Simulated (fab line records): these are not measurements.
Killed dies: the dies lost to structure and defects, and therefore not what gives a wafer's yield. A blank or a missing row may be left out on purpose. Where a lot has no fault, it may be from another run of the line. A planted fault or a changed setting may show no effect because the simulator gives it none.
Which of the tools did it? :: flow sky130 :: 24 lots with 72 wafers sampled at 5 steps, on a route of 708 steps

== WHAT EACH GAUGE READ, for each wafer ==
SKY_METAL2_CD_MEAS_15: the cd target is 140 nm.
lot: L074
measured: day 34 22:37
on: cd sem-01
cd nm (nm): 142.7 142.9 142.6

lot: L075
measured: day 36 07:08
on: cd sem-02
cd nm (nm): 139.1 137.4 138.3

lot: L076
measured: day 36 08:16
on: cd sem-02
cd nm (nm): 139.6 140.2 140.1

lot: L077
measured: day 36 08:19
on: cd sem-01
cd nm (nm): 141.7 141.6 140.6

lot: L079
measured: day 36 09:40
on: cd sem-01
cd nm (nm): 139.6 139.0 139.1

lot: L078
measured: day 36 14:05
on: cd sem-02
cd nm (nm): 140.0 140.4 139.9

lot: L080
measured: day 36 22:30
on: cd sem-01
cd nm (nm): 139.4 139.1 138.3

lot: L081
measured: day 37 11:34
on: cd sem-02
cd nm (nm): 139.6 139.2 138.0

lot: L082
measured: day 37 21:32
on: cd sem-01
cd nm (nm): 140.3 140.5 141.7

lot: L084
measured: day 38 00:19
on: cd sem-02
cd nm (nm): 140.7 140.2 139.8

lot: L083
measured: day 38 04:13
on: cd sem-02
cd nm (nm): 140.5 142.4 139.7

lot: L085
measured: day 38 06:07
on: cd sem-02
cd nm (nm): 138.1 140.3 138.6

lot: L086
measured: day 38 22:02
on: cd sem-01
cd nm (nm): 135.9 135.6 137.0

lot: L087
measured: day 39 07:48
on: cd sem-02
cd nm (nm): 141.3 140.9 140.5

lot: L088
measured: day 39 10:20
on: cd sem-01
cd nm (nm): 140.6 140.8 140.5

lot: L089
measured: day 39 17:56
on: cd sem-01
cd nm (nm): 140.1 141.1 141.6

lot: L090
measured: day 40 03:52
on: cd sem-01
cd nm (nm): 139.0 140.7 141.1

lot: L091
measured: day 40 06:36
on: cd sem-01
cd nm (nm): 139.7 139.8 140.0

lot: L092
measured: day 40 11:52
on: cd sem-01
cd nm (nm): 138.5 138.4 137.3

lot: L093
measured: day 41 01:25
on: cd sem-02
cd nm (nm): 142.2 142.1 142.9

lot: L094
measured: day 41 12:43
on: cd sem-01
cd nm (nm): 140.9 143.2 141.3

lot: L095
measured: day 42 05:22
on: cd sem-01
cd nm (nm): 136.0 137.8 136.6

lot: L097
measured: day 43 05:56
on: cd sem-02
cd nm (nm): 138.1 139.2 139.2

lot: L096
measured: day 43 06:16
on: cd sem-01
cd nm (nm): 141.0 142.5 142.3

SKY_VIA2_THK_MEAS_23: measures by xrf.
lot: L074
measured: day 36 04:11
on: film metro-01
VIA2_W_THK (nm): 428 436 440

lot: L075
measured: day 37 12:11
on: film metro-03
VIA2_W_THK (nm): 427 422 422

lot: L076
measured: day 37 13:11
on: film metro-03
VIA2_W_THK (nm): 426 420 433

lot: L077
measured: day 37 13:34
on: film metro-01
VIA2_W_THK (nm): 425 428 422

lot: L079
measured: day 37 14:17
on: film metro-03
VIA2_W_THK (nm): 415 429 416

lot: L078
measured: day 37 19:05
on: film metro-02
VIA2_W_THK (nm): 429 429 432

lot: L080
measured: day 38 02:48
on: film metro-02
VIA2_W_THK (nm): 443 431 440

lot: L081
measured: day 38 15:10
on: film metro-03
VIA2_W_THK (nm): 433 438 430

lot: L082
measured: day 39 01:32
on: film metro-02
VIA2_W_THK (nm): 434 441 441

lot: L084
measured: day 39 04:05
on: film metro-01
VIA2_W_THK (nm): 427 419 427

lot: L083
measured: day 39 07:50
on: film metro-03
VIA2_W_THK (nm): 424 431 434

lot: L085
measured: day 39 09:56
on: film metro-01
VIA2_W_THK (nm): 414 437 426

lot: L086
measured: day 40 02:26
on: film metro-03
VIA2_W_THK (nm): 429 437 430

lot: L087
measured: day 40 11:17
on: film metro-02
VIA2_W_THK (nm): 429 438 439

lot: L088
measured: day 40 13:23
on: film metro-02
VIA2_W_THK (nm): 429 442 434

lot: L089
measured: day 40 21:03
on: film metro-03
VIA2_W_THK (nm): 430 429 429

lot: L090
measured: day 41 06:20
on: film metro-03
VIA2_W_THK (nm): 425 428 440

lot: L091
measured: day 41 08:03
on: film metro-01
VIA2_W_THK (nm): 433 436 428

lot: L092
measured: day 41 12:38
on: film metro-03
VIA2_W_THK (nm): 432 431 425

lot: L093
measured: day 42 08:22
on: film metro-02
VIA2_W_THK (nm): 434 448 439

lot: L094
measured: day 42 15:23
on: film metro-01
VIA2_W_THK (nm): 426 435 439

lot: L095
measured: day 43 06:59
on: film metro-01
VIA2_W_THK (nm): 431 433 425

lot: L097
measured: day 44 06:47
on: film metro-03
VIA2_W_THK (nm): 426 418 421

lot: L096
measured: day 44 07:08
on: film metro-01
VIA2_W_THK (nm): 431 428 440

== EACH LOT AND THE TOOL THAT RAN IT (in order: tool; ch and the chambers of the sampled wafers; start) ==
lot: L074
SKY_METAL2_SPUTTER_00: pvd sputter-02, day 33 19:58
SKY_METAL2_SPUTTER_03: pvd sputter-02, day 33 20:02
SKY_METAL2_STRIP_20: plasma asher-01 ch 0,1, day 34 23:08

lot: L075
SKY_METAL2_SPUTTER_00: pvd sputter-03, day 35 04:33
SKY_METAL2_SPUTTER_03: pvd sputter-03, day 35 04:37
SKY_METAL2_STRIP_20: plasma asher-03 ch 1, day 36 07:27

lot: L076
SKY_METAL2_SPUTTER_00: pvd sputter-02, day 35 05:19
SKY_METAL2_SPUTTER_03: pvd sputter-02, day 35 05:23
SKY_METAL2_STRIP_20: plasma asher-04 ch 0,1, day 36 08:36

lot: L077
SKY_METAL2_SPUTTER_00: pvd sputter-04, day 35 05:39
SKY_METAL2_SPUTTER_03: pvd sputter-04, day 35 05:43
SKY_METAL2_STRIP_20: plasma asher-03 ch 0,1, day 36 08:40

lot: L079
SKY_METAL2_SPUTTER_00: pvd sputter-02, day 35 08:11
SKY_METAL2_SPUTTER_03: pvd sputter-02, day 35 08:16
SKY_METAL2_STRIP_20: plasma asher-01 ch 0,1, day 36 09:59

lot: L078
SKY_METAL2_SPUTTER_00: pvd sputter-04, day 35 11:29
SKY_METAL2_SPUTTER_03: pvd sputter-04, day 35 11:34
SKY_METAL2_STRIP_20: plasma asher-01 ch 0,1, day 36 14:24

lot: L080
SKY_METAL2_SPUTTER_00: pvd sputter-04, day 35 20:59
SKY_METAL2_SPUTTER_03: pvd sputter-04, day 35 21:03
SKY_METAL2_STRIP_20: plasma asher-04 ch 0,1, day 36 23:01

lot: L081
SKY_METAL2_SPUTTER_00: pvd sputter-04, day 36 08:53
SKY_METAL2_SPUTTER_03: pvd sputter-04, day 36 08:58
SKY_METAL2_STRIP_20: plasma asher-01 ch 1, day 37 11:54

lot: L082
SKY_METAL2_SPUTTER_00: pvd sputter-02, day 36 18:44
SKY_METAL2_SPUTTER_03: pvd sputter-02, day 36 18:49
SKY_METAL2_STRIP_20: plasma asher-04 ch 0, day 37 21:52

lot: L084
SKY_METAL2_SPUTTER_00: pvd sputter-04, day 36 22:32
SKY_METAL2_SPUTTER_03: pvd sputter-04, day 36 22:37
SKY_METAL2_STRIP_20: plasma asher-04 ch 0,1, day 38 00:39

lot: L083
SKY_METAL2_SPUTTER_00: pvd sputter-02, day 37 02:04
SKY_METAL2_SPUTTER_03: pvd sputter-02, day 37 02:08
SKY_METAL2_STRIP_20: plasma asher-01 ch 0,1, day 38 04:33

lot: L085
SKY_METAL2_SPUTTER_00: pvd sputter-04, day 37 04:01
SKY_METAL2_SPUTTER_03: pvd sputter-04, day 37 04:05
SKY_METAL2_STRIP_20: plasma asher-04 ch 0,1, day 38 06:28

lot: L086
SKY_METAL2_SPUTTER_00: pvd sputter-02, day 37 21:02
SKY_METAL2_SPUTTER_03: pvd sputter-02, day 37 21:07
SKY_METAL2_STRIP_20: plasma asher-01 ch 0,1, day 38 22:32

lot: L087
SKY_METAL2_SPUTTER_00: pvd sputter-03, day 38 06:58
SKY_METAL2_SPUTTER_03: pvd sputter-03, day 38 07:02
SKY_METAL2_STRIP_20: plasma asher-03 ch 0,1, day 39 08:08

lot: L088
SKY_METAL2_SPUTTER_00: pvd sputter-04, day 38 08:59
SKY_METAL2_SPUTTER_03: pvd sputter-04, day 38 09:04
SKY_METAL2_STRIP_20: plasma asher-04 ch 0,1, day 39 10:41

lot: L089
SKY_METAL2_SPUTTER_00: pvd sputter-04, day 38 16:47
SKY_METAL2_SPUTTER_03: pvd sputter-04, day 38 16:51
SKY_METAL2_STRIP_20: plasma asher-01 ch 0,1, day 39 18:15

lot: L090
SKY_METAL2_SPUTTER_00: pvd sputter-03, day 39 03:08
SKY_METAL2_SPUTTER_03: pvd sputter-03, day 39 03:13
SKY_METAL2_STRIP_20: plasma asher-04 ch 0,1, day 40 04:13

lot: L091
SKY_METAL2_SPUTTER_00: pvd sputter-03, day 39 06:29
SKY_METAL2_SPUTTER_03: pvd sputter-03, day 39 06:33
SKY_METAL2_STRIP_20: plasma asher-04 ch 0,1, day 40 06:56

lot: L092
SKY_METAL2_SPUTTER_00: pvd sputter-02, day 39 11:41
SKY_METAL2_SPUTTER_03: pvd sputter-02, day 39 11:46
SKY_METAL2_STRIP_20: plasma asher-04 ch 0,1, day 40 12:12

lot: L093
SKY_METAL2_SPUTTER_00: pvd sputter-04, day 40 01:05
SKY_METAL2_SPUTTER_03: pvd sputter-04, day 40 01:10
SKY_METAL2_STRIP_20: plasma asher-01 ch 0,1, day 41 01:45

lot: L094
SKY_METAL2_SPUTTER_00: pvd sputter-04, day 40 14:10
SKY_METAL2_SPUTTER_03: pvd sputter-04, day 40 14:14
SKY_METAL2_STRIP_20: plasma asher-01 ch 0,1, day 41 13:14

lot: L095
SKY_METAL2_SPUTTER_00: pvd sputter-04, day 41 06:19
SKY_METAL2_SPUTTER_03: pvd sputter-04, day 41 06:23
SKY_METAL2_STRIP_20: plasma asher-01 ch 0,1, day 42 05:42

lot: L097
SKY_METAL2_SPUTTER_00: pvd sputter-04, day 42 07:11
SKY_METAL2_SPUTTER_03: pvd sputter-04, day 42 07:16
SKY_METAL2_STRIP_20: plasma asher-03 ch 0,1, day 43 06:16

lot: L096
SKY_METAL2_SPUTTER_00: pvd sputter-02, day 42 07:41
SKY_METAL2_SPUTTER_03: pvd sputter-02, day 42 07:46
SKY_METAL2_STRIP_20: plasma asher-03 ch 0,1, day 43 06:37
- SKY_METAL2_SPUTTER_00: material Ti, target thk 15 nm, time 10 s.
- SKY_METAL2_SPUTTER_03: material Ti, target thk 5 nm, time 3.3 s.
- SKY_METAL2_STRIP_20: strips in O2/N2.

== AS READ BY THE TOOLS THEMSELVES (means over the sampled wafers that have a number; for cases with no such wafer, the mark the record gives instead) ==
SKY_METAL2_SPUTTER_00.
lot: L074
tool: pvd sputter-02
throttle valve pct (%): 30.8

lot: L075
tool: pvd sputter-03
throttle valve pct (%): 29.6

lot: L076
tool: pvd sputter-02
throttle valve pct (%): 30.8

lot: L077
tool: pvd sputter-04
throttle valve pct (%): 29.2

lot: L079
tool: pvd sputter-02
throttle valve pct (%): 30.4

lot: L078
tool: pvd sputter-04
throttle valve pct (%): 29.6

lot: L080
tool: pvd sputter-04
throttle valve pct (%): 28.6

lot: L081
tool: pvd sputter-04
throttle valve pct (%): 29.7

lot: L082
tool: pvd sputter-02
throttle valve pct (%): 29.7

lot: L084
tool: pvd sputter-04
throttle valve pct (%): 30.2

lot: L083
tool: pvd sputter-02
throttle valve pct (%): 30.2

lot: L085
tool: pvd sputter-04
throttle valve pct (%): 30.2

lot: L086
tool: pvd sputter-02
throttle valve pct (%): 29.7

lot: L087
tool: pvd sputter-03
throttle valve pct (%): 30.3

lot: L088
tool: pvd sputter-04
throttle valve pct (%): 29.6

lot: L089
tool: pvd sputter-04
throttle valve pct (%): 29.2

lot: L090
tool: pvd sputter-03
throttle valve pct (%): 29.8

lot: L091
tool: pvd sputter-03
throttle valve pct (%): 29.9

lot: L092
tool: pvd sputter-02
throttle valve pct (%): 30.4

lot: L093
tool: pvd sputter-04
throttle valve pct (%): 30.4

lot: L094
tool: pvd sputter-04
throttle valve pct (%): 29.5

lot: L095
tool: pvd sputter-04
throttle valve pct (%): 29.8

lot: L097
tool: pvd sputter-04
throttle valve pct (%): 29.8

lot: L096
tool: pvd sputter-02
throttle valve pct (%): 30.0

SKY_METAL2_SPUTTER_03.
lot: L074
tool: pvd sputter-02
throttle valve pct (%): 30.9

lot: L075
tool: pvd sputter-03
throttle valve pct (%): 29.7

lot: L076
tool: pvd sputter-02
throttle valve pct (%): 30.8

lot: L077
tool: pvd sputter-04
throttle valve pct (%): 29.2

lot: L079
tool: pvd sputter-02
throttle valve pct (%): 30.3

lot: L078
tool: pvd sputter-04
throttle valve pct (%): 30.0

lot: L080
tool: pvd sputter-04
throttle valve pct (%): 28.5

lot: L081
tool: pvd sputter-04
throttle valve pct (%): 29.7

lot: L082
tool: pvd sputter-02
throttle valve pct (%): 29.8

lot: L084
tool: pvd sputter-04
throttle valve pct (%): 30.3

lot: L083
tool: pvd sputter-02
throttle valve pct (%): 30.2

lot: L085
tool: pvd sputter-04
throttle valve pct (%): 30.4

lot: L086
tool: pvd sputter-02
throttle valve pct (%): 29.9

lot: L087
tool: pvd sputter-03
throttle valve pct (%): 30.2

lot: L088
tool: pvd sputter-04
throttle valve pct (%): 29.7

lot: L089
tool: pvd sputter-04
throttle valve pct (%): 29.2

lot: L090
tool: pvd sputter-03
throttle valve pct (%): 29.9

lot: L091
tool: pvd sputter-03
throttle valve pct (%): 29.8

lot: L092
tool: pvd sputter-02
throttle valve pct (%): 30.2

lot: L093
tool: pvd sputter-04
throttle valve pct (%): 30.4

lot: L094
tool: pvd sputter-04
throttle valve pct (%): 29.7

lot: L095
tool: pvd sputter-04
throttle valve pct (%): 29.6

lot: L097
tool: pvd sputter-04
throttle valve pct (%): 29.6

lot: L096
tool: pvd sputter-02
throttle valve pct (%): 30.2

SKY_METAL2_STRIP_20.
lot: L074
tool: plasma asher-01
drypump motor current A (A): 5.8
oes product au (a.u.): 0.345
strip time to endpoint s (s): 2.67

lot: L075
tool: plasma asher-03
drypump motor current A (A): 5.5
oes product au (a.u.): 0.342
strip time to endpoint s (s): 2.70

lot: L076
tool: plasma asher-04
drypump motor current A (A): 6.3
oes product au (a.u.): 0.345
strip time to endpoint s (s): 2.73

lot: L077
tool: plasma asher-03
drypump motor current A (A): 5.8
oes product au (a.u.): 0.340
strip time to endpoint s (s): 2.65

lot: L079
tool: plasma asher-01
drypump motor current A (A): 5.8
oes product au (a.u.): 0.349
strip time to endpoint s (s): 2.78

lot: L078
tool: plasma asher-01
drypump motor current A (A): 5.8
oes product au (a.u.): 0.344
strip time to endpoint s (s): 2.77

lot: L080
tool: plasma asher-04
drypump motor current A (A): 6.2
oes product au (a.u.): 0.345
strip time to endpoint s (s): 2.73

lot: L081
tool: plasma asher-01
drypump motor current A (A): 5.9
oes product au (a.u.): 0.339
strip time to endpoint s (s): 2.67

lot: L082
tool: plasma asher-04
drypump motor current A (A): 6.5
oes product au (a.u.): 0.343
strip time to endpoint s (s): 2.68

lot: L084
tool: plasma asher-04
drypump motor current A (A): 6.2
oes product au (a.u.): 0.341
strip time to endpoint s (s): 2.71

lot: L083
tool: plasma asher-01
drypump motor current A (A): 5.8
oes product au (a.u.): 0.339
strip time to endpoint s (s): 2.63

lot: L085
tool: plasma asher-04
drypump motor current A (A): 6.2
oes product au (a.u.): 0.345
strip time to endpoint s (s): 2.77

lot: L086
tool: plasma asher-01
drypump motor current A (A): 5.7
oes product au (a.u.): 0.344
strip time to endpoint s (s): 2.75

lot: L087
tool: plasma asher-03
drypump motor current A (A): 6.2
oes product au (a.u.): 0.339
strip time to endpoint s (s): 2.69

lot: L088
tool: plasma asher-04
drypump motor current A (A): 6.2
oes product au (a.u.): 0.349
strip time to endpoint s (s): 2.74

lot: L089
tool: plasma asher-01
drypump motor current A (A): 5.6
oes product au (a.u.): 0.338
strip time to endpoint s (s): 2.66

lot: L090
tool: plasma asher-04
drypump motor current A (A): 6.3
oes product au (a.u.): 0.345
strip time to endpoint s (s): 2.67

lot: L091
tool: plasma asher-04
drypump motor current A (A): 6.2
oes product au (a.u.): 0.346
strip time to endpoint s (s): 2.64

lot: L092
tool: plasma asher-04
drypump motor current A (A): 6.3
oes product au (a.u.): 0.345
strip time to endpoint s (s): 2.70

lot: L093
tool: plasma asher-01
drypump motor current A (A): 5.8
oes product au (a.u.): 0.336
strip time to endpoint s (s): 2.65

lot: L094
tool: plasma asher-01
drypump motor current A (A): 5.7
oes product au (a.u.): 0.339
strip time to endpoint s (s): 2.72

lot: L095
tool: plasma asher-01
drypump motor current A (A): 5.8
oes product au (a.u.): 0.342
strip time to endpoint s (s): 2.68

lot: L097
tool: plasma asher-03
drypump motor current A (A): 5.8
oes product au (a.u.): 0.341
strip time to endpoint s (s): 2.75

lot: L096
tool: plasma asher-03
drypump motor current A (A): 5.8
oes product au (a.u.): 0.346
strip time to endpoint s (s): 2.72

== THE ANSWER, worked out from the rows above alone ==
Rule: the usual values come from the lots themselves. The widest of any qualifying gaps counts: lots, ordered by their means at a reading, are off when they make up no more than a third of the lots, leave a main group of 4 or more, and stand apart from it by 3 or more times the standard deviation of that group's means. The tables above print the reading to a certain number of digits; a main group whose means all agree to those digits is not used. A lot without any number at a reading at which 4 lots or more have one is off too. Any other lot the step has rows for is counted as sound. Order of review: gauges by route order, followed by the tools' own readings, for which a lot's mean as printed above is used. The first step at which some lot is off is used, and at that step the reading that is off furthest; a lot without a number counts as furthest.
None of the lots is off at any reading shown; this tells nothing.

== WHAT THE SIMULATOR HAD INSERTED ==
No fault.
